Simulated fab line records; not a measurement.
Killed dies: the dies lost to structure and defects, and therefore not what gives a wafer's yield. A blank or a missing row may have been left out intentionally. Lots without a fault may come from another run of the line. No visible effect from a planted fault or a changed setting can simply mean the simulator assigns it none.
Which tool was responsible? -- flow gf180mcu -- 12 lots, 36 wafers sampled, at 5 steps of a route of 602

WHAT EACH GAUGE READ, for each wafer
GF_V5_RS_MEAS_24: measurement is done with a four-point probe.
lot,measured,on,V5_W_RS (ohm/sq)
L075,day 27 17:48,filmMetro-01,0.316 0.316 0.326
L077,day 28 09:02,filmMetro-03,0.322 0.331 0.323
L079,day 28 23:02,filmMetro-02,0.320 0.329 0.334
L081,day 29 17:02,filmMetro-01,0.317 0.318 0.327
L083,day 30 04:38,filmMetro-01,0.319 0.320 0.327
L085,day 30 17:40,filmMetro-03,0.327 0.319 0.315
L087,day 31 10:34,filmMetro-03,0.321 0.326 0.320
L089,day 31 15:38,filmMetro-01,0.316 0.317 0.317
L091,day 32 07:23,filmMetro-03,0.324 0.318 0.315
L093,day 32 23:35,filmMetro-01,0.332 0.319 0.329
L095,day 33 04:53,filmMetro-03,0.326 0.327 0.319
L097,day 33 20:31,filmMetro-02,0.326 0.335 0.332

WHAT TOOL EACH LOT RAN ON (gives the tool, then ch and the chambers of the sampled wafers, and finally the start)
lot,GF_M3_SPUTTER_01,GF_M3_SPUTTER_04,GF_M4_STRIP_17,GF_V5_SPUTTER_21
L075,"pvdSputter-01, day 20 23:17","pvdSputter-01, day 20 23:22","plasmaAsher-03 ch 0,1, day 24 00:47","pvdSputter-01, day 27 17:32"
L077,"pvdSputter-02, day 21 15:56","pvdSputter-02, day 21 16:01","plasmaAsher-01 ch 0,1, day 24 15:35","pvdSputter-03, day 28 08:46"
L079,"pvdSputter-02, day 22 09:32","pvdSputter-02, day 22 09:37","plasmaAsher-02 ch 0,1, day 25 08:26","pvdSputter-03, day 28 22:50"
L081,"pvdSputter-04, day 23 07:10","pvdSputter-04, day 23 07:14","plasmaAsher-02 ch 0,1, day 26 04:24","pvdSputter-03, day 29 16:50"
L083,"pvdSputter-02, day 23 18:41","pvdSputter-02, day 23 18:46","plasmaAsher-03 ch 0,1, day 26 15:04","pvdSputter-03, day 30 04:25"
L085,"pvdSputter-01, day 24 12:07","pvdSputter-01, day 24 12:11","plasmaAsher-03 ch 0,1, day 27 06:26","pvdSputter-03, day 30 17:25"
L087,"pvdSputter-02, day 25 07:41","pvdSputter-02, day 25 07:46","plasmaAsher-02 ch 0,1, day 28 01:54","pvdSputter-02, day 31 10:21"
L089,"pvdSputter-02, day 25 16:26","pvdSputter-02, day 25 16:31","plasmaAsher-01 ch 0,1, day 28 08:16","pvdSputter-03, day 31 15:24"
L091,"pvdSputter-01, day 26 08:59","pvdSputter-01, day 26 09:04","plasmaAsher-01 ch 0,1, day 28 23:58","pvdSputter-02, day 32 07:10"
L093,"pvdSputter-02, day 27 06:11","pvdSputter-02, day 27 06:16","plasmaAsher-02 ch 0,1, day 29 20:22","pvdSputter-01, day 32 23:22"
L095,"pvdSputter-01, day 27 11:14","pvdSputter-01, day 27 11:20","plasmaAsher-03 ch 0,1, day 30 01:31","pvdSputter-01, day 33 04:40"
L097,"pvdSputter-01, day 28 07:23","pvdSputter-01, day 28 07:28","plasmaAsher-03 ch 0,1, day 30 19:54","pvdSputter-01, day 33 20:17"
- GF_M3_SPUTTER_01: material TiN, target thk 30 nm, time 25 s.
- GF_M3_SPUTTER_04: material TiN, target thk 50 nm, time 41.7 s.
- GF_M4_STRIP_17: strips in O2/N2.
- GF_V5_SPUTTER_21: material Ti, target thk 15 nm, time 80.02 s.

THE ANSWER, worked out from the rows above alone
Rule: the lots themselves supply what counts as usual. Put in order of their means at a reading, lots are off if they are a third of the lots or fewer, leave a main group of 4 or more, and stand apart from it by a gap of 3 or more times the standard deviation of the main group's means; of several such gaps the widest counts. Not used: any main group whose means are identical at the precision the tables above print for the reading. Also off: a lot with no number at a reading for which 4 or more lots have one. The other lots that the step has rows for count as sound.
None of the lots is off at any reading shown; this tells nothing.

WHAT THE SIMULATOR HAD INSERTED
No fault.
